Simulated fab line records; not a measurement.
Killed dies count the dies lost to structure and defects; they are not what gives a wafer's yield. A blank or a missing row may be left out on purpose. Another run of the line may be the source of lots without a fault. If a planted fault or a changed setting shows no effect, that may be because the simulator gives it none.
One fault seen from 2 desks + flow gf180mcu + numbers are kept per desk, each desk with only its own; the story behind them comes last

FOR THE TOOL OWNER'S DESK: pecvd-04
The tool's own readings at GF_MIM_CVD_05 (deposits Si3N4, target thk 42 nm, time 29.086 s): means of the sampled wafers that have a number, for each lot that ran on this tool. A lot is out of limits, marked OUT, if its mean lies more than 4 standard deviations from the usual mean; the brackets give that distance.
Columns: A = heater power w at GF_MIM_CVD_05, usual 697 W; B = temp max c at GF_MIM_CVD_05, usual 400.02 C
| lot  | first seen here | A   | B      |
|------|-----------------|-----|--------|
| L306 | day 25 00:42    | 609 | 400.01 |
| L308 | day 25 14:30    | 661 | 400.24 |
| L312 | day 27 01:55    | 685 | 400.02 |
| L313 | day 27 05:49    | 652 | 399.83 |
| L315 | day 27 14:46    | 674 | 400.10 |
| L316 | day 28 02:01    | 716 | 399.87 |
| L328 | day 31 05:21    | 688 | 400.16 |
This desk's verdict: no lot among the 7 shows anything out of limits.

AT THE METROLOGY DESK
What the gauges read, lot by lot, whatever tool the lot ran on: means of the sampled wafers that have a number. A lot is out of limits, marked OUT, if its mean lies more than 4 standard deviations from the usual mean; the brackets give that distance.
Columns: A = V4_W_THK at GF_V4_THK_MEAS_25, usual 351 nm; B = MIM_CVD_05_THK at GF_MIM_THK_MEAS_06, usual 42.2 nm
| lot  | first seen here | A   | B               |
|------|-----------------|-----|-----------------|
| L306 | day 25 00:08    | 354 | 43.0            |
| L307 | day 25 11:49    | 351 | 42.0            |
| L308 | day 25 13:56    | 354 | 42.3            |
| L312 | day 27 01:20    | 355 | 41.7            |
| L313 | day 27 05:14    | 351 | 44.7 (+4.9) OUT |
| L315 | day 27 14:11    | 354 | 44.8 (+5.1) OUT |
| L316 | day 28 01:26    | 351 | 44.6 (+4.9) OUT |
| L320 | day 29 07:10    | 353 | 42.1            |
| L322 | day 29 20:45    | 350 | 42.2            |
| L323 | day 30 00:44    | 352 | 42.3            |
| L324 | day 30 08:08    | 357 | 42.2            |
| L325 | day 30 17:02    | 355 | 42.6            |
| L328 | day 31 04:47    | 349 | 42.6            |
This desk finds L313, L315, L316 out of limits, with the earliest case on L313 at day 27 05:52 (MIM_CVD_05_THK at GF_MIM_THK_MEAS_06). L306, L307, L308, L312, L320, L322, L323, L324, L325, L328 stayed within limits.

ALL TOGETHER
L313, L315, L316 would have let the metrology desk raise an alarm at day 27 05:52.
The tool owner's desk saw nothing out of limits.
The tool owner's desk has L313, L315, L316 on record, within its limits.
Every lot named ran GF_MIM_CVD_05 on pecvd-04.

WHAT THE SIMULATOR HAD INSERTED
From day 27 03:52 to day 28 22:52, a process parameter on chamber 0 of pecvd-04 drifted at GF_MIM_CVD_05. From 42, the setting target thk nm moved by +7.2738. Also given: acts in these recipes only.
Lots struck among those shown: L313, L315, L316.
Time in hours between the start of the fault and the first out-of-limits reading at each desk: metrology desk, 2.
